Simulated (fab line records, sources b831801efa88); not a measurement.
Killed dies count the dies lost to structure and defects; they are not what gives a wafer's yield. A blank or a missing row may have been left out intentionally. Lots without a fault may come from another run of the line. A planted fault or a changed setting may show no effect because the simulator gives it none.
fab line records | flow gf180mcu
record lots=13 wafers=39 last-day=34
route steps=602 shown STI@25 MVPSD@86 POLY_GATE@175 HV_LDD@208
lots with no fault: from the same line, run without faults
start-h: hours from the record's opening day to when the first of the lot's shown wafers began | wait-h: hours since the lot's step before | " identical to the entry in the row above | L1.1+2: a single row standing in for several wafers | - value missing, or start not given | * or withheld: withheld | < > ~ a bound
route shown NAME@n: a module of which the file shows steps, and the number in the route of the first | usual: mean and standard deviation over wafers with no fault | same: alike in all rows | chamber/n: place in a boat | sites: the reading at each site | _std_site: standard deviation of those values | _edge_site: the outer-site mean with the inner-site mean subtracted | radius-mm: for every site, how far away it sits from the centre of the wafer | mask NAME#n: copy n | behind: tool/chamber where the wafer was last shaped | hold: why the lot went on hold/how many hours it stayed there/how the hold came to an end | device: the transistor (n, p or np) that didn't switch | end of line: the route-end tests of the same wafers | a step without rows: its recipe alone | killed: dies that structure and defects cost at the first sort, which is not the same as the wafer's yield | map: a wafer's dies, marking killed ones x, the rest . and places with no die _
set.NAME: setting as actually run; set.NAME@STEP: the setting as run at that earlier step | model.NAME: the simulator's own value behind a step, which no gauge read
one table for each step of the route and one row for each wafer, over a sample of lots
services: when a tool's chamber went out of use (start-h, in hours from the record's first day, below 0 if earlier), for how many hours, and the reason
## steps
# step GF_STI_THK_MEAS_24
# recipe reads=SiO2_of_STI_CVD_23
# usual STI_CVD_23_THK=647/7.5
# columns lot.wafer tool chamber start-h wait-h STI_CVD_23_THK[nm]
L530.1 film-metro-03 - 47.56 0.0 642
L530.2 " - " " 648
L530.4 " - " " 635
L533.1 film-metro-01 - 63.09 0.0 650
L533.5 " - " " 649
L533.6 " - " " 654
L534.1 film-metro-02 - 68.41 0.0 642
L534.2 " - " " 650
L534.6 " - " " 653
L535.2 film-metro-01 - 74.14 0.0 651
L535.3 " - " " 651
L535.5 " - " " 657
L538.3 film-metro-02 - 89.86 0.1 647
L538.5 " - " " 661
L538.6 " - " " 647
L539.1 film-metro-02 - 94.01 0.0 629
L539.3 " - " " 640
L539.5 " - " " 644
L541.2 film-metro-01 - 107.79 0.0 642
L541.3 " - " " 648
L541.6 " - " " 648
L543.1 film-metro-03 - 117.97 0.0 657
L543.2 " - " " 647
L543.5 " - " " 656
L545.2 film-metro-02 - 125.91 0.0 647
L545.3 " - " " 649
L545.5 " - " " 657
L546.2 film-metro-02 - 132.79 0.0 659
L546.4 " - " " 643
L546.5 " - " " 659
L547.1 film-metro-03 - 138.39 0.0 627
L547.3 " - " " 638
L547.5 " - " " 639
L548.2 film-metro-02 - 143.63 0.0 643
L548.3 " - " " 640
L548.5 " - " " 634
L549.1 film-metro-01 - 146.67 0.0 636
L549.5 " - " " 639
L549.6 " - " " 646
# step GF_MVPSD_IMPLANT_08
# recipe species=B energy-kev=170 dose-cm2=1.5e+13 tilt-deg=0
# usual beam-on-s=9.97/0.19 dose-ions-cm2=1.4998e+13/1.6e+10 faraday-current-uA=84.9/1.6
# columns lot.wafer tool chamber start-h wait-h beam-on-s dose-ions-cm2 faraday-current-uA
L530.1 implanter-02 0 119.81 0.0 10.20 1.4995e+13 83.3
L530.2 " 0 " " 10.00 1.5013e+13 84.7
L530.4 " 0 " " 9.79 1.4997e+13 86.0
L533.1 implanter-02 0 137.36 0.0 10.09 1.4983e+13 84.0
L533.5 " 0 " " 10.04 1.5007e+13 84.0
L533.6 " 0 " " 9.84 1.4994e+13 85.9
L534.1 implanter-02 0 144.14 0.0 9.78 1.497e+13 86.3
L534.2 " 0 " " 9.60 1.4977e+13 87.9
L534.6 " 0 " " 10.13 1.4981e+13 83.6
L535.2 implanter-03 0 148.94 0.0 10.03 1.5006e+13 84.2
L535.3 " 0 " " 9.97 1.4988e+13 85.0
L535.5 " 0 " " 10.17 1.5031e+13 83.3
L538.3 implanter-02 0 168.61 0.1 9.95 1.5004e+13 84.9
L538.5 " 0 " " 10.15 1.5001e+13 83.4
L538.6 " 0 " " 10.16 1.4995e+13 83.5
L539.1 implanter-02 0 171.84 0.0 9.83 1.5005e+13 86.4
L539.3 " 0 " " 10.12 1.5009e+13 83.0
L539.5 " 0 " " 9.95 1.5005e+13 85.0
L541.2 implanter-02 0 189.98 0.0 9.93 1.5016e+13 85.1
L541.3 " 0 " " 9.97 1.5002e+13 85.0
L541.6 " 0 " " 10.14 1.5013e+13 83.7
L543.1 implanter-02 0 201.84 0.0 9.73 1.7337e+13 100.3
L543.2 " 0 " " 10.00 1.7334e+13 97.6
L543.5 " 0 " " 10.22 1.7305e+13 95.7
L545.2 implanter-02 0 210.11 0.0 9.77 1.7344e+13 100.4
L545.3 " 0 " " 9.73 1.7297e+13 100.4
L545.5 " 0 " " 10.06 1.7318e+13 97.5
L546.2 implanter-02 0 217.28 0.0 9.70 1.733e+13 100.3
L546.4 " 0 " " 10.14 1.731e+13 96.4
L546.5 " 0 " " 10.11 1.7351e+13 97.3
L547.1 implanter-03 0 224.81 0.0 10.12 1.4997e+13 83.5
L547.3 " 0 " " 9.84 1.4996e+13 85.9
L547.5 " 0 " " 9.93 1.4996e+13 85.3
L548.2 implanter-01 0 230.08 0.0 10.16 1.4986e+13 83.6
L548.3 " 0 " " 9.75 1.4971e+13 86.7
L548.5 " 0 " " 10.31 1.4987e+13 82.2
L549.1 implanter-01 0 235.74 0.0 10.13 1.4962e+13 83.7
L549.5 " 0 " " 9.98 1.4987e+13 84.8
L549.6 " 0 " " 9.96 1.4994e+13 85.2
# step GF_MVPSD_TW_MEAS_11
# usual MVPSD_TW=552/4.2
# columns lot.wafer tool chamber start-h wait-h MVPSD_TW
L530.1 film-metro-04 - 120.21 0.1 557
L530.2 " - " " 554
L530.4 " - " " 557
L533.1 film-metro-01 - 137.76 0.1 548
L533.5 " - " " 548
L533.6 " - " " 546
L534.1 film-metro-02 - 144.54 0.1 550
L534.2 " - " " 554
L534.6 " - " " 550
L535.2 film-metro-02 - 149.32 0.1 552
L535.3 " - " " 550
L535.5 " - " " 552
L538.3 film-metro-02 - 168.98 0.1 549
L538.5 " - " " 550
L538.6 " - " " 550
L539.1 film-metro-04 - 172.24 0.1 554
L539.3 " - " " 555
L539.5 " - " " 555
L541.2 film-metro-02 - 190.37 0.1 550
L541.3 " - " " 551
L541.6 " - " " 551
L543.1 film-metro-04 - 202.24 0.1 578
L543.2 " - " " 579
L543.5 " - " " 584
L545.2 film-metro-04 - 210.50 0.1 579
L545.3 " - " " 582
L545.5 " - " " 578
L546.2 film-metro-04 - 217.67 0.1 574
L546.4 " - " " 576
L546.5 " - " " 572
L547.1 film-metro-02 - 225.21 0.1 546
L547.3 " - " " 551
L547.5 " - " " 541
L548.2 film-metro-04 - 230.47 0.1 554
L548.3 " - " " 552
L548.5 " - " " 554
L549.1 film-metro-04 - 236.14 0.1 550
L549.5 " - " " 550
L549.6 " - " " 552
# step GF_VT_IMPLANT_RS_MEAS_49
# recipe thk-meas-gauge=four-point-probe
# usual MVPSD_RS=1171/3.3
# columns lot.wafer tool chamber start-h wait-h MVPSD_RS[ohm/sq]
L530.1 film-metro-04 - 184.21 0.1 1168
L530.2 " - " " 1167
L530.4 " - " " 1168
L533.1 film-metro-02 - 202.96 0.1 1170
L533.5 " - " " 1173
L533.6 " - " " 1172
L534.1 film-metro-02 - 210.96 0.1 1170
L534.2 " - " " 1171
L534.6 " - " " 1170
L535.2 film-metro-04 - 217.45 0.1 1170
L535.3 " - " " 1173
L535.5 " - " " 1169
L538.3 film-metro-04 - 238.25 0.1 1176
L538.5 " - " " 1176
L538.6 " - " " 1176
L539.1 film-metro-04 - 241.73 0.1 1170
L539.3 " - " " 1174
L539.5 " - " " 1169
L541.2 film-metro-04 - 263.69 0.1 1173
L541.3 " - " " 1170
L541.6 " - " " 1172
L543.1 film-metro-02 - 276.26 0.1 1087
L543.2 " - " " 1086
L543.5 " - " " 1086
L545.2 film-metro-02 - 285.79 0.1 1085
L545.3 " - " " 1087
L545.5 " - " " 1085
L546.2 film-metro-02 - 293.21 0.1 1088
L546.4 " - " " 1090
L546.5 " - " " 1087
L547.1 film-metro-02 - 301.33 0.1 1168
L547.3 " - " " 1172
L547.5 " - " " 1171
L548.2 film-metro-04 - 308.06 0.1 1173
L548.3 " - " " 1176
L548.5 " - " " 1173
L549.1 film-metro-04 - 314.86 0.1 1171
L549.5 " - " " 1175
L549.6 " - " " 1172
# step GF_POLY_GATE_CD_MEAS_18
# usual cd-nm=280.4/1.8
# columns lot.wafer tool chamber start-h wait-h cd-nm
L530.1 cd-sem-01 - 225.68 0.1 283.6
L530.2 " - " " 281.3
L530.4 " - " " 279.5
L533.1 cd-sem-01 - 246.75 0.1 276.9
L533.5 " - " " 283.4
L533.6 " - " " 279.6
L534.1 cd-sem-02 - 255.24 0.1 279.3
L534.2 " - " " 279.9
L534.6 " - " " 280.3
L535.2 cd-sem-01 - 264.59 0.1 280.5
L535.3 " - " " 279.5
L535.5 " - " " 278.9
L538.3 cd-sem-01 - 283.35 0.1 281.2
L538.5 " - " " 277.8
L538.6 " - " " 284.4
L539.1 cd-sem-01 - 292.85 0.1 282.4
L539.3 " - " " 281.3
L539.5 " - " " 282.6
L541.2 cd-sem-02 - 314.16 0.1 281.5
L541.3 " - " " 283.1
L541.6 " - " " 282.2
L543.1 cd-sem-01 - 331.14 0.1 277.6
L543.2 " - " " 278.8
L543.5 " - " " 279.5
L545.2 cd-sem-01 - 335.42 0.1 284.8
L545.3 " - " " 281.9
L545.5 " - " " 281.2
L546.2 cd-sem-02 - 343.87 0.1 276.9
L546.4 " - " " 279.7
L546.5 " - " " 282.1
L547.1 cd-sem-01 - 351.23 0.1 283.6
L547.3 " - " " 278.3
L547.5 " - " " 284.9
L548.2 cd-sem-01 - 361.34 0.1 276.8
L548.3 " - " " 280.0
L548.5 " - " " 279.6
L549.1 cd-sem-02 - 364.49 0.1 277.7
L549.5 " - " " 279.2
L549.6 " - " " 278.0
# step GF_HV_LDD_OVL_MEAS_32
# usual HV_LDD_02_OVL=0.1/1.3
# columns lot.wafer tool chamber start-h wait-h HV_LDD_02_OVL[nm]
L530.1 overlay-01 - 281.79 0.1 -0.8
L530.2 " - " " 0.0
L530.4 " - " " -0.7
L533.1 overlay-02 - 305.27 0.1 1.7
L533.5 " - " " 2.3
L533.6 " - " " 1.4
L534.1 overlay-01 - 315.22 0.1 0.3
L534.2 " - " " 2.6
L534.6 " - " " -0.4
L535.2 overlay-01 - 324.19 0.1 -1.4
L535.3 " - " " -2.5
L535.5 " - " " -0.8
L538.3 overlay-01 - 344.97 0.1 -0.1
L538.5 " - " " -0.4
L538.6 " - " " -1.0
L539.1 overlay-01 - 355.07 0.1 -1.4
L539.3 " - " " 0.5
L539.5 " - " " -0.8
L541.2 overlay-01 - 379.95 0.1 1.1
L541.3 " - " " -0.1
L541.6 " - " " 1.4
L543.1 overlay-01 - 397.12 0.1 0.4
L543.2 " - " " -0.5
L543.5 " - " " 2.3
L545.2 overlay-02 - 401.72 0.1 0.3
L545.3 " - " " 1.3
L545.5 " - " " 3.1
L546.2 overlay-02 - 411.25 0.1 1.0
L546.4 " - " " 0.3
L546.5 " - " " -1.5
L547.1 overlay-01 - 420.34 0.1 -3.1
L547.3 " - " " -1.4
L547.5 " - " " -0.6
L548.2 overlay-01 - 431.69 0.1 1.6
L548.3 " - " " 2.2
L548.5 " - " " 0.3
L549.1 overlay-01 - 434.24 0.1 -0.3
L549.5 " - " " -2.3
L549.6 " - " " 0.0
## services
# columns tool chamber start-h hours kind
implanter-02 - 98.86 1.3 repair
implanter-01 - 150.87 1.7 repair
implanter-02 - 193.38 0.8 repair
implanter-01 - 217.38 3.4 repair
## key
first-sign step=GF_MVPSD_IMPLANT_08 reading=dose-ions-cm2 direction=up sigmas=99+ usual=1.4998e+13 struck=1.7325e+13
effect step=GF_MVPSD_IMPLANT_08 reading=faraday-current-uA direction=up sigmas=8.6 usual=84.9 struck=98.4
effect step=GF_MVPSD_TW_MEAS_11 reading=MVPSD_TW direction=up sigmas=6.2 usual=552 struck=578
effect step=GF_VT_IMPLANT_RS_MEAS_49 reading=MVPSD_RS direction=down sigmas=26 usual=1171 struck=1087
met-at GF_MVPSD_IMPLANT_08
struck-lots L543,L545,L546
tester-left-out L543,L545,L546
not-acting-at GF_STI_THK_MEAS_24,GF_POLY_GATE_CD_MEAS_18,GF_HV_LDD_OVL_MEAS_32
onset-between 189.98 201.84
fault kind=process-parameter-drift tool=implanter-02 chamber=- onset-h=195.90 steps=GF_MVPSD_IMPLANT_08 channel=dose-cm2 offset=2.332e+12 shape=step end-h=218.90 acts-in=these-recipes-only stated=1.5e+13
# tester-left-out: of these lots the tester's yield and bins aren't shown, on N5 and GAA mostly nor the transistor test; their killed dies are dies lost to structure and defects alone, not to doping, threshold or leakage, so they don't give the yield
